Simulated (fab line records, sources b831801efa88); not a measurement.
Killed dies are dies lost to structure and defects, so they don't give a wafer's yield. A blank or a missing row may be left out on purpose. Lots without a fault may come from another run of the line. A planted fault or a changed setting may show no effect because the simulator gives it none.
Problem report in the 8D (eight disciplines) form, filled by code | flow gf180mcu | the parts of the form that need people (team, actions taken, sign-off) are left out

1. THE PROBLEM
chamber_pressure_Torr at GF_V2_CVD_23 reads a mean of 41.54 Torr on 5 wafers of 2 lots; wafers without a fault read 40.00 Torr with a standard deviation of 0.084. That is +18 standard deviations from the usual mean.
The step: deposits W, target thk 350 nm, time 104.94 s.
First seen on wafer L631.3, day 26 08:43, on cvd_w-02. The record holds 42 wafers of 14 lots with a number at this step. Rule for "out", or "out of limits": more than 4 standard deviations from the usual mean. The other wafers with a number count as sound.

2. WHAT IT IS AND WHAT IT IS NOT
question                    | is                                     | is not
which readings at this step | chamber_pressure_Torr                  | heater_power_w
which lots                  | L631, L632                             | L614, L615, L617, L618, L620, L621, L622, L623, L624, L629, L630, L633
which wafers of those lots  | L631.3, L631.6, L632.2, L632.4, L632.6 | L631.4
read on which tools         | cvd_w-02                               | cvd_w-01
when                        | from day 26 08:43                      | up to then (34 sound wafers); but 3 sound wafers of L633 came after

3. SUSPECTS, AND WHAT RULES EACH OUT
Counting: a tool at a process step up to the reading stays a suspect if it ran every lot that is out. Sound lots after the first of them don't rule it out here, since some wafers of a struck lot are sound.
- cvd_w-02 at GF_V2_CVD_23 (deposits W, target thk 350 nm, time 104.94 s): kept. It ran every lot that is out, first L631 (day 26 08:43); its last sound lot up to then is L630 (day 26 00:30). Its own readings are out on those wafers: chamber_pressure_Torr.
- Within cvd_w-02 at GF_V2_CVD_23: the wafers that are out ran in chamber 1; their sound lot-mates ran in chamber 0.
Left after counting: cvd_w-02 at GF_V2_CVD_23.

4. THE CAUSE (what the simulator had put in)
Process parameter drift: cvd_w-02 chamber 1, from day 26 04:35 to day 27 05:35, at GF_V2_CVD_23. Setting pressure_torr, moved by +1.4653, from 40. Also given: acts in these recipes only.
Counting left only this tool.

5. THE CHAIN OF EFFECTS, in route order
Each row: a reading whose mean over the struck wafers that have a number lies more than 3 standard deviations from the usual. Only readings for which the record gives a usual standard deviation are gone through. hours: the time from each lot's start at the first step in this table that gives one to its start at this step, as a median over the lots. sigmas: the change in usual standard deviations.
hours | step         | reading               | usual      | on struck wafers | change | sigmas
0     | GF_V2_CVD_23 | chamber_pressure_Torr | 40.00 Torr | 41.54            | +1.54  | +18
The process steps in it:
- GF_V2_CVD_23: deposits W, target thk 350 nm, time 104.94 s.
Later measuring or inspecting steps at which every struck wafer that the step has a row for has a number for every such reading, and none has moved that far: GF_V2_RS_MEAS_24.

6. WHAT WOULD HAVE CAUGHT IT SOONER
In this record the first reading out of limits was taken at day 26 08:43, 4 hours after the fault began at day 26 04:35.
